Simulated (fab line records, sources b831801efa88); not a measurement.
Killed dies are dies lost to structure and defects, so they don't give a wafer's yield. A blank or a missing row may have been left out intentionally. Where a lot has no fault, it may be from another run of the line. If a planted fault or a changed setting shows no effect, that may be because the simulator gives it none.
fab line records ; flow sky130
[record] lots = 11; wafers = 33; last_day = 50
route steps=708 shown CONTACT@411 VIA1@480 METAL4@600 PAD_OPEN@708
lots with no fault: from the same line, run without faults
start_h: the number of hours between the record's first day and the start of the first shown wafer of the lot ; wait_h: hours from the lot's prior step to this one ; " identical to the entry in the row above ; L1.1+2: a single row standing in for several wafers ; - either no value or no given start ; * or withheld: withheld ; < > ~ a bound
route shown NAME@n: NAME is a module with steps in the file, n the number in the route of the first one ; usual: average and standard deviation across the fault-free wafers ; same: alike in all rows ; chamber/n: place in a boat ; sites: each site's reading ; _std_site: their standard deviation ; _edge_site: outer sites' mean less inner sites' ; radius_mm: how far each site lies from the wafer's centre ; mask NAME#n: copy n ; behind: the last tool/chamber to shape the wafer ; hold: reason for holding the lot/hours on hold/outcome of the hold ; device: names the non-switching transistor (n, p or np) ; end of line: the same wafers' tests at the end of the route ; for a step that has no rows: nothing shown but its recipe ; killed: not the wafer's yield, but the dies lost to structure and defects at the first sort ; map: shows each die of a wafer: x if killed, . if not, _ if none is there
set.NAME: the setting the step ran with; set.NAME@STEP: the setting that earlier step ran with ; model.NAME: the simulator's own value behind a step, which no gauge read
the route's steps for a sample of lots (tables are steps, rows are wafers)
services: when a tool's chamber went out of use (start_h, in hours from the record's first day, below 0 if earlier), for how many hours, and the reason
[[steps]]
[step SKY_CONTACT_BOW_MEAS_05]
[recipe] mode = bow
[usual] CONTACT_BOW = 81/7.3
lot.wafer;tool;chamber;start_h;wait_h;CONTACT_BOW[um]
L677.2;film_metro-03;-;746.01;0.2;78
L677.3;film_metro-03;-;746.01;0.2;75
L677.4;film_metro-03;-;746.01;0.2;82
L678.1;film_metro-02;-;750.24;0.2;77
L678.4;film_metro-02;-;750.24;0.2;98
L678.6;film_metro-02;-;750.24;0.2;80
L681.1;film_metro-04;-;759.83;0.1;86
L681.2;film_metro-04;-;759.83;0.1;68
L681.6;film_metro-04;-;759.83;0.1;84
L682.1;film_metro-04;-;763.25;0.2;79
L682.4;film_metro-04;-;763.25;0.2;83
L682.6;film_metro-04;-;763.25;0.2;78
L680.2;film_metro-03;-;765.56;0.2;81
L680.5;film_metro-03;-;765.56;0.2;78
L680.6;film_metro-03;-;765.56;0.2;70
L683.1;film_metro-03;-;774.10;0.2;79
L683.4;film_metro-03;-;774.10;0.2;71
L683.6;film_metro-03;-;774.10;0.2;73
L689.4;film_metro-03;-;823.42;0.3;88
L689.5;film_metro-03;-;823.42;0.3;86
L689.6;film_metro-03;-;823.42;0.3;87
L695.1;film_metro-02;-;859.55;0.1;73
L695.3;film_metro-02;-;859.55;0.1;74
L695.6;film_metro-02;-;859.55;0.1;83
L696.1;film_metro-04;-;861.43;0.2;87
L696.2;film_metro-04;-;861.43;0.2;75
L696.5;film_metro-04;-;861.43;0.2;72
L698.4;film_metro-04;-;868.89;0.3;87
L698.5;film_metro-04;-;868.89;0.3;76
L698.6;film_metro-04;-;868.89;0.3;71
L699.2;film_metro-03;-;875.63;0.2;68
L699.3;film_metro-03;-;875.63;0.2;75
L699.6;film_metro-03;-;875.63;0.2;70
[step SKY_CONTACT_OVL_MEAS_15]
[usual] CONTACT_OVL = 3/5.9
lot.wafer;tool;chamber;start_h;wait_h;CONTACT_OVL[nm]
L677.2;overlay-02;-;773.33;0.1;0
L677.3;overlay-02;-;773.33;0.1;-6
L677.4;overlay-02;-;773.33;0.1;-6
L678.1;overlay-01;-;777.23;0.1;3
L678.4;overlay-01;-;777.23;0.1;7
L678.6;overlay-01;-;777.23;0.1;9
L681.1;overlay-01;-;786.46;0.1;3
L681.2;overlay-01;-;786.46;0.1;6
L681.6;overlay-01;-;786.46;0.1;7
L682.1;overlay-01;-;790.31;0.1;-3
L682.4;overlay-01;-;790.31;0.1;-6
L682.6;overlay-01;-;790.31;0.1;-3
L680.2;overlay-02;-;792.87;0.1;5
L680.5;overlay-02;-;792.87;0.1;0
L680.6;overlay-02;-;792.87;0.1;4
L683.1;overlay-02;-;800.41;0.1;16
L683.4;overlay-02;-;800.41;0.1;13
L683.6;overlay-02;-;800.41;0.1;8
L689.4;overlay-01;-;849.05;0.1;2
L689.5;overlay-01;-;849.05;0.1;0
L689.6;overlay-01;-;849.05;0.1;3
L695.1;overlay-02;-;885.06;0.1;-6
L695.3;overlay-02;-;885.06;0.1;-7
L695.6;overlay-02;-;885.06;0.1;-10
L696.1;overlay-02;-;887.11;0.1;-4
L696.2;overlay-02;-;887.11;0.1;-5
L696.5;overlay-02;-;887.11;0.1;-4
L698.4;overlay-02;-;894.65;0.1;7
L698.5;overlay-02;-;894.65;0.1;14
L698.6;overlay-02;-;894.65;0.1;17
L699.2;overlay-01;-;901.38;0.1;7
L699.3;overlay-01;-;901.38;0.1;5
L699.6;overlay-01;-;901.38;0.1;1
[step SKY_VIA1_RS_MEAS_22]
[recipe] thk_meas_gauge = four-point-probe; reads = W_of_VIA1_CVD_21+TiN_of_VIA1_SPUTTER_20
[usual] VIA1_W_RS = 0.427/0.005
lot.wafer;tool;chamber;start_h;wait_h;VIA1_W_RS[ohm/sq]
L677.2;film_metro-01;-;831.10;0.1;0.419
L677.3;film_metro-01;-;831.10;0.1;0.425
L677.4;film_metro-01;-;831.10;0.1;0.419
L678.1;film_metro-01;-;834.15;0.1;0.432
L678.4;film_metro-01;-;834.15;0.1;0.431
L678.6;film_metro-01;-;834.15;0.1;0.438
L681.1;film_metro-01;-;842.80;0.1;0.427
L681.2;film_metro-01;-;842.80;0.1;0.438
L681.6;film_metro-01;-;842.80;0.1;0.427
L682.1;film_metro-01;-;846.68;0.1;0.420
L682.4;film_metro-01;-;846.68;0.1;0.419
L682.6;film_metro-01;-;846.68;0.1;0.422
L680.2;film_metro-02;-;849.27;0.1;0.422
L680.5;film_metro-02;-;849.27;0.1;0.418
L680.6;film_metro-02;-;849.27;0.1;0.432
L683.1;film_metro-02;-;856.58;0.1;0.435
L683.4;film_metro-02;-;856.58;0.1;0.429
L683.6;film_metro-02;-;856.58;0.1;0.428
L689.4;film_metro-02;-;903.80;0.1;0.426
L689.5;film_metro-02;-;903.80;0.1;0.432
L689.6;film_metro-02;-;903.80;0.1;0.427
L695.1;film_metro-01;-;939.67;0.1;0.421
L695.3;film_metro-01;-;939.67;0.1;0.421
L695.6;film_metro-01;-;939.67;0.1;0.421
L696.1;film_metro-02;-;940.55;0.1;0.420
L696.2;film_metro-02;-;940.55;0.1;0.422
L696.5;film_metro-02;-;940.55;0.1;0.425
L698.4;film_metro-01;-;948.98;0.1;0.432
L698.5;film_metro-01;-;948.98;0.1;0.431
L698.6;film_metro-01;-;948.98;0.1;0.434
L699.2;film_metro-02;-;954.77;0.1;0.435
L699.3;film_metro-02;-;954.77;0.1;0.436
L699.6;film_metro-02;-;954.77;0.1;0.428
[step SKY_METAL4_SPUTTER_02]
[recipe] material = AlCu; target_thk_nm = 735; power_w = 10600; time_s = 39.1; chamber_pressure_pa = 0.4
[usual] throttle_valve_pct = 29.5/1.1
lot.wafer;tool;chamber;start_h;wait_h;throttle_valve_pct
L677.2;pvd_sputter-04;-;964.92;0.0;28.8
L677.3;pvd_sputter-04;-;964.92;0.0;30.2
L677.4;pvd_sputter-04;-;964.92;0.0;29.5
L678.1;pvd_sputter-04;-;967.53;0.0;29.3
L678.4;pvd_sputter-04;-;967.53;0.0;27.4
L678.6;pvd_sputter-04;-;967.53;0.0;29.4
L681.1;pvd_sputter-04;-;974.95;0.0;29.3
L681.2;pvd_sputter-04;-;974.95;0.0;30.4
L681.6;pvd_sputter-04;-;974.95;0.0;27.4
L682.1;pvd_sputter-03;-;978.92;0.0;30.4
L682.4;pvd_sputter-03;-;978.92;0.0;29.9
L682.6;pvd_sputter-03;-;978.92;0.0;30.3
L680.2;pvd_sputter-04;-;980.97;0.0;27.6
L680.5;pvd_sputter-04;-;980.97;0.0;30.6
L680.6;pvd_sputter-04;-;980.97;0.0;28.9
L683.1;pvd_sputter-04;-;987.67;0.0;28.7
L683.4;pvd_sputter-04;-;987.67;0.0;29.4
L683.6;pvd_sputter-04;-;987.67;0.0;27.5
L689.4;pvd_sputter-04;-;1028.47;0.0;30.2
L689.5;pvd_sputter-04;-;1028.47;0.0;29.5
L689.6;pvd_sputter-04;-;1028.47;0.0;30.2
L695.1;pvd_sputter-01;-;1060.43;0.0;30.2
L695.3;pvd_sputter-01;-;1060.43;0.0;30.1
L695.6;pvd_sputter-01;-;1060.43;0.0;32.3
L696.1;pvd_sputter-03;-;1064.22;0.0;30.4
L696.2;pvd_sputter-03;-;1064.22;0.0;31.2
L696.5;pvd_sputter-03;-;1064.22;0.0;29.7
L698.4;pvd_sputter-03;-;1070.03;0.0;31.1
L698.5;pvd_sputter-03;-;1070.03;0.0;30.3
L698.6;pvd_sputter-03;-;1070.03;0.0;29.9
L699.2;pvd_sputter-01;-;1075.53;0.0;30.1
L699.3;pvd_sputter-01;-;1075.53;0.0;29.4
L699.6;pvd_sputter-01;-;1075.53;0.0;29.6
[step SKY_METAL4_METAL_ETCH_18]
[recipe] target_depth_a = 8450; stop_on = SiO2; over_etch_frac = 0.3; time_s = 183.1; chemistry = Cl2/BCl3; resist_sidewall_deg = 88; pressure_mtorr = 10; icp_w = 900; bias_w = 48.5; Cl2_flow_sccm = 60; bcl3_flow_sccm = 30
[usual] bias_w = 48.49/0.15; drypump_motor_current_A = 5.9/0.5; oes_product_au = 0.864/0.0049; throttle_valve_pct = 22.265/0.0097
lot.wafer;tool;chamber;start_h;wait_h;bias_w;drypump_motor_current_A;oes_product_au;rf_hours_counter_h;throttle_valve_pct
L677.2;rie_metal-04;1;1012.88;0.0;48.50;5.4;0.865;16;22.251
L677.3;rie_metal-04;0;1012.88;0.0;48.17;6.6;0.862;-;22.277
L677.4;rie_metal-04;1;1012.88;0.0;48.52;5.4;0.866;-;22.250
L678.1;rie_metal-03;0;1014.73;0.0;48.19;6.4;0.863;13;22.266
L678.4;rie_metal-03;0;1014.73;0.0;48.33;6.5;0.865;-;22.273
L678.6;rie_metal-03;0;1014.73;0.0;48.20;6.4;0.854;-;22.275
L681.1;rie_metal-03;0;1021.72;0.0;48.31;6.4;0.862;13;22.265
L681.2;rie_metal-03;1;1021.72;0.0;48.52;5.1;0.867;21;22.255
L681.6;rie_metal-03;0;1021.72;0.0;48.44;6.4;0.858;-;22.270
L682.1;rie_metal-01;1;1024.71;0.0;48.49;6.2;0.866;17;22.243
L682.4;rie_metal-01;1;1024.71;0.0;48.59;6.2;0.859;-;22.268
L682.6;rie_metal-01;0;1024.71;0.0;48.33;5.9;0.859;-;22.276
L680.2;rie_metal-04;1;1027.57;0.0;48.61;5.4;0.854;17;22.283
L680.5;rie_metal-04;1;1027.57;0.0;48.69;5.4;0.862;-;22.249
L680.6;rie_metal-04;0;1027.57;0.0;48.43;6.6;0.863;-;22.257
L683.1;rie_metal-03;1;1033.76;0.0;48.28;5.1;0.858;22;22.264
L683.4;rie_metal-03;0;1033.76;0.0;48.48;6.4;0.856;-;22.265
L683.6;rie_metal-03;1;1033.76;0.0;48.18;5.1;0.860;-;22.266
L689.4;rie_metal-01;1;1073.03;0.1;48.69;6.1;0.863;-;22.258
L689.5;rie_metal-01;1;1073.03;0.1;48.49;6.2;0.863;-;22.280
L689.6;rie_metal-01;0;1073.03;0.1;48.52;5.9;0.986;-;22.271
L695.1;rie_metal-03;1;1103.76;0.0;48.53;5.1;0.865;2;22.280
L695.3;rie_metal-03;1;1103.76;0.0;48.66;5.1;0.865;-;22.264
L695.6;rie_metal-03;1;1103.76;0.0;48.58;5.1;0.860;-;22.248
L696.1;rie_metal-01;0;1108.13;0.0;48.44;5.9;0.869;18;22.259
L696.2;rie_metal-01;1;1108.13;0.0;48.65;6.1;0.869;24;22.277
L696.5;rie_metal-01;1;1108.13;0.0;48.57;6.1;0.861;-;22.279
L698.4;rie_metal-01;0;1113.13;0.1;48.44;5.9;0.865;-;22.267
L698.5;rie_metal-01;1;1113.13;0.1;48.80;6.2;0.860;-;22.251
L698.6;rie_metal-01;0;1113.13;0.1;48.76;6.0;0.863;-;22.265
L699.2;rie_metal-04;0;1118.71;0.0;48.43;6.6;0.859;26;22.286
L699.3;rie_metal-04;0;1118.71;0.0;48.49;6.6;0.863;-;22.273
L699.6;rie_metal-04;1;1118.71;0.0;48.50;5.4;0.864;-;22.284
[step SKY_PAD_OPEN_PROBE_99]
[usual] defect_limited_yield = 82.3/1.9; killed_at_M0_to_M3 = 44/6.5; killed_at_M4_up = 3.3/1.9; killed_at_contacts = 24/5.3; killed_at_front_end = 15/4.5; killed_at_other = 0.3/0.58; killed_dies = 87/9.3; killed_on_rim = 17/4.2; killed_open = 48/6.6; killed_short = 39/6.1; sort_bin_3_pad_short = 0.9/0.46; sort_bin_5_function = 10.5/1.6; sort_bin_6_memory = 6.3/1.1; sort_n_pass = 405/9.3; sort_yield_pct = 82.3/1.9
[same] gross_dies = 492; killed_at_back_side = 0; sort_bin_4_leakage[%] = 0; sort_bin_8_speed[%] = 0
lot.wafer;tool;chamber;start_h;wait_h;defect_limited_yield[%];killed_at_M0_to_M3;killed_at_M4_up;killed_at_contacts;killed_at_front_end;killed_at_other;killed_dies;killed_on_rim;killed_open;killed_short;sort_bin_3_pad_short[%];sort_bin_5_function[%];sort_bin_6_memory[%];sort_n_pass;sort_yield_pct[%]
L681.1;prober-02;-;1114.48;0.1;81.5;56;1;21;13;0;91;18;56;35;0.4;10.6;7.5;401;81.5
L681.2;prober-02;-;1114.53;0.1;79.5;46;3;34;18;0;101;17;58;43;0.8;13.6;6.1;391;79.5
L681.6;prober-02;-;1114.73;0.2;83.7;44;0;23;13;0;80;12;42;38;1.2;7.7;7.3;412;83.7
L680.2;prober-02;-;1118.14;0.1;83.9;38;6;26;8;1;79;15;46;33;0.6;9.3;6.1;413;83.9
L680.5;prober-02;-;1118.29;0.2;81.7;43;4;30;13;0;90;14;51;39;0.6;11.0;6.7;402;81.7
L680.6;prober-02;-;1118.34;0.2;85.6;36;3;22;10;0;71;18;41;30;0.8;7.5;6.1;421;85.6
L683.1;prober-01;-;1125.63;0.1;82.5;47;1;15;23;0;86;13;43;43;0.4;10.0;7.1;406;82.5
L683.4;prober-01;-;1125.78;0.2;80.5;52;3;22;17;2;96;19;51;45;0.4;12.6;6.5;396;80.5
L683.6;prober-01;-;1125.88;0.2;83.1;44;2;20;17;0;83;14;42;41;1.0;10.6;5.3;409;83.1
L689.4;prober-01;-;1159.76;0.2;81.3;47;8;23;14;0;92;30;44;48;1.0;9.1;8.5;400;81.3
L689.5;prober-01;-;1159.81;0.2;80.9;46;2;25;21;0;94;19;58;36;0.6;13.4;5.1;398;80.9
L689.6;prober-01;-;1159.86;0.2;0;41;410;27;14;0;492;96;51;33;0.2;94.9;4.9;0;0
L699.2;prober-02;-;1193.95;0.1;78.9;50;4;32;18;0;104;21;56;48;0.4;14.4;6.3;388;78.9
L699.3;prober-02;-;1194.00;0.2;82.7;41;3;29;11;1;85;12;49;36;1.4;10.2;5.7;407;82.7
L699.6;prober-02;-;1194.15;0.2;84.6;44;3;16;13;0;76;13;41;35;0.6;9.3;5.5;416;84.6
// killed by level:class
L681.1 VIA1:geometric_particle:open=18 CONTACT:geometric_particle:open=10 VIA1:geometric_particle:short=8 VIA2:geometric_particle:open=8 FIELD_ISO:geometric_particle:open=5 CONTACT:geometric_particle:short=4 METAL1:geometric_particle:short=4 VIA2:geometric_particle:short=4
L681.2 CONTACT:geometric_particle:open=14 VIA1:geometric_particle:open=14 LI_CONTACT:geometric_particle:open=9 VIA2:geometric_particle:open=7 METAL1:geometric_particle:short=5 VIA1:geometric_particle:short=5 METAL2:geometric_particle:short=5 FIELD_ISO:geometric_particle:short=4
L681.6 VIA1:geometric_particle:open=10 CONTACT:geometric_particle:open=9 METAL1:geometric_particle:short=7 VIA1:geometric_particle:short=7 LI_CONTACT:geometric_particle:open=5 VIA2:geometric_particle:open=5 POLY_GATE:geometric_particle:open=4 VIA2:geometric_particle:short=4
L680.2 VIA1:geometric_particle:open=14 VIA2:geometric_particle:open=8 LI_CONTACT:geometric_particle:open=7 CONTACT:geometric_particle:open=7 LOCAL_INTERCONNECT:geometric_particle:short=6 LI_CONTACT:geometric_particle:short=4 METAL1:geometric_particle:short=4 METAL4:geometric_particle:short=4
L680.5 CONTACT:geometric_particle:open=9 LI_CONTACT:geometric_particle:open=8 VIA1:geometric_particle:open=8 VIA3:geometric_particle:open=7 LOCAL_INTERCONNECT:geometric_particle:short=7 VIA2:geometric_particle:open=7 FIELD_ISO:geometric_particle:short=6 LI_CONTACT:geometric_particle:short=4
L680.6 CONTACT:geometric_particle:open=8 LI_CONTACT:geometric_particle:open=7 VIA1:geometric_particle:open=7 VIA3:geometric_particle:open=7 CONTACT:geometric_particle:short=5 VIA1:geometric_particle:short=5 METAL2:geometric_particle:short=4 VIA2:geometric_particle:open=4
L683.1 VIA1:geometric_particle:open=10 POLY_GATE:geometric_particle:short=6 METAL2:geometric_particle:short=6 METAL3:geometric_particle:short=6 FIELD_ISO:geometric_particle:open=5 POLY_GATE:geometric_particle:open=5 CONTACT:geometric_particle:open=5 VIA2:geometric_particle:open=5
L683.4 VIA2:geometric_particle:open=9 LOCAL_INTERCONNECT:geometric_particle:short=7 CONTACT:geometric_particle:open=7 METAL1:geometric_particle:short=7 METAL2:geometric_particle:short=7 VIA1:geometric_particle:open=6 VIA2:geometric_particle:short=6 FIELD_ISO:geometric_particle:open=5
L683.6 VIA1:geometric_particle:open=14 POLY_GATE:geometric_particle:short=8 CONTACT:geometric_particle:open=8 METAL2:geometric_particle:short=8 FIELD_ISO:geometric_particle:short=5 LI_CONTACT:geometric_particle:open=4 LOCAL_INTERCONNECT:geometric_particle:short=4 METAL1:geometric_particle:open=4
L689.4 VIA3:geometric_particle:open=9 CONTACT:geometric_particle:open=8 VIA1:geometric_particle:open=8 VIA3:geometric_particle:short=7 METAL4:geometric_particle:short=7 CONTACT:geometric_particle:short=6 METAL2:geometric_particle:short=5 LI_CONTACT:geometric_particle:open=5
L689.5 CONTACT:geometric_particle:open=12 VIA1:geometric_particle:open=12 FIELD_ISO:geometric_particle:open=8 METAL2:geometric_particle:short=6 VIA3:geometric_particle:open=6 POLY_GATE:geometric_particle:short=5 LI_CONTACT:geometric_particle:open=5 CONTACT:geometric_particle:short=5
L689.6 METAL4:area_etch=408 CONTACT:geometric_particle:open=16 VIA1:geometric_particle:open=9 METAL3:geometric_particle:short=6 VIA3:geometric_particle:open=6 LI_CONTACT:geometric_particle:open=5 METAL1:geometric_particle:short=5 POLY_GATE:geometric_particle:open=4
L699.2 VIA1:geometric_particle:open=13 LI_CONTACT:geometric_particle:open=11 CONTACT:geometric_particle:open=9 POLY_GATE:geometric_particle:short=7 VIA2:geometric_particle:open=7 METAL2:geometric_particle:short=6 VIA3:geometric_particle:open=6 FIELD_ISO:geometric_particle:open=5
L699.3 CONTACT:geometric_particle:open=11 VIA2:geometric_particle:open=9 METAL1:geometric_particle:short=7 CONTACT:geometric_particle:short=6 VIA1:geometric_particle:open=6 VIA3:geometric_particle:open=6 LI_CONTACT:geometric_particle:open=5 POLY_GATE:geometric_particle:open=4
L699.6 VIA1:geometric_particle:open=13 VIA1:geometric_particle:short=11 CONTACT:geometric_particle:open=7 METAL1:geometric_particle:short=6 FIELD_ISO:geometric_particle:open=5 VIA2:geometric_particle:open=5 CONTACT:geometric_particle:short=4 LI_CONTACT:geometric_particle:open=3
[[services]]
tool;chamber;start_h;hours;kind
rie_metal-01;-;944.58;14.6;pm
pvd_sputter-04;-;945.60;2.3;repair
pvd_sputter-01;-;970.62;4.4;repair
rie_metal-03;-;974.54;2.8;pm
pvd_sputter-04;-;1015.79;2.3;repair
rie_metal-03;1;1054.76;-;clean
rie_metal-03;1;1054.76;19.7;scheduled_down
rie_metal-03;1;1054.76;19.7;vent_cycle
rie_metal-03;-;1059.09;14.6;pm
rie_metal-03;-;1088.16;6.5;repair
rie_metal-01;-;1101.08;2.8;pm
[[key]]
[first_sign] step = SKY_METAL4_METAL_ETCH_18; reading = oes_product_au; direction = up; sigmas = 25; usual = 0.864; struck = 0.986
[effect] step = SKY_PAD_OPEN_PROBE_99; reading = killed_at_M4_up; direction = up; sigmas = 99+; usual = 3.3; struck = 410
[more_kills_born_at] SKY_METAL4_METAL_ETCH_18@rie_metal-01 = 408
met_at SKY_METAL4_SPUTTER_02
struck_lots L689
struck_wafers L689.6
later_rows_left_out L689.6
not_acting_at SKY_CONTACT_BOW_MEAS_05,SKY_CONTACT_OVL_MEAS_15,SKY_VIA1_RS_MEAS_22
onset_between 987.67 1028.47
[fault] kind = process_parameter_drift; tool = pvd_sputter-04; chamber = -; onset_h = 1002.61; steps = SKY_METAL4_SPUTTER_02; channel = target_thk_nm; offset = 348.33; shape = step; end_h = 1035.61; scope = struck_wafers_only; acts_in = these_recipes_only; stated = 735
// later_rows_left_out: the simulator's readings of these wafers behind a module that went badly wrong aren't trusted and aren't shown, but for the sort
